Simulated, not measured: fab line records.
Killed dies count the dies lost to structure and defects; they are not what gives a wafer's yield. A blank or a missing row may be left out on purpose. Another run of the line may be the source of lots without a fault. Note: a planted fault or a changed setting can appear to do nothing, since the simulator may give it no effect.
One fault seen from 2 desks + flow sky130 + only its own numbers are on each desk; what lay behind them is given at the end

== FROM THE METROLOGY DESK ==
What the gauges read for every lot (on any tool): the sampled wafers with a number, averaged. Marked OUT: a lot whose mean sits more than 4 standard deviations from the usual mean, which makes it out of limits; the brackets give that distance.
Columns: A = cd_nm at SKY_CONTACT_CD_MEAS_14, usual 169.6 nm; B = PAD_OPEN_BOW at SKY_PAD_OPEN_BOW_MEAS_13, usual 46 um
| lot  | first seen here | A     | B  |
|------|-----------------|-------|----|
| L442 | day 31 03:14    | 171.3 | 42 |
| L443 | day 31 21:47    | 168.5 | 46 |
| L444 | day 32 14:13    | 171.2 | 36 |
| L445 | day 32 18:35    | 168.2 | 44 |
| L453 | day 35 08:25    | 167.1 | 39 |
| L455 | day 35 21:47    | 168.4 | 38 |
| L456 | day 35 23:35    | 171.4 | 49 |
| L458 | day 37 01:17    | 168.6 | 46 |
| L459 | day 37 07:34    | 170.4 | 59 |
| L462 | day 38 12:02    | 169.2 | 46 |
| L463 | day 38 14:18    | 167.7 | 52 |
| L464 | day 38 20:44    | 169.4 | 42 |
| L465 | day 39 03:11    | 168.8 | 52 |
This desk's finding: nothing out of limits on any of the 13 lots.

== TOOL OWNER'S DESK, litho_track-04 ==
Per lot that ran on this tool, the mean of the sampled wafers carrying a number, from the tool's own readings at SKY_VIA4_SOFTBAKE_07 (time 60 s). Marked OUT: a lot whose mean sits more than 4 standard deviations from the usual mean, which makes it out of limits; the brackets give that distance.
Columns: A = run_length_s at SKY_VIA4_SOFTBAKE_07, usual 89.19 s
| lot  | first seen here | A                |
|------|-----------------|------------------|
| L445 | day 43 07:44    | 89.02            |
| L453 | day 45 13:13    | 90.19 (+7.1) OUT |
| L455 | day 45 21:26    | 90.04 (+6.1) OUT |
| L456 | day 46 00:53    | 90.34 (+8.2) OUT |
This desk finds L453, L455, L456 out of limits, L453 being first, at day 45 13:13 (run_length_s at SKY_VIA4_SOFTBAKE_07). In limits: L445.

== BROUGHT TOGETHER ==
The tool owner's desk had the chance to raise an alarm at day 45 13:13 on L453, L455, L456.
At the metrology desk, nothing out of limits was observed.
The metrology desk holds a record of L453, L455, L456, inside its limits.
Of the lots named, all ran SKY_VIA4_SOFTBAKE_07 on litho_track-04.

== WHAT THE SIMULATOR HAD PUT IN ==
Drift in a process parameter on litho_track-04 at SKY_VIA4_SOFTBAKE_07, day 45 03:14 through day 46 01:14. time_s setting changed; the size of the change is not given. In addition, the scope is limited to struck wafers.
Lots struck among those shown: L453, L455, L456.
Time in hours from fault onset to the first out-of-limits reading at each desk: the tool owner's desk, 10.
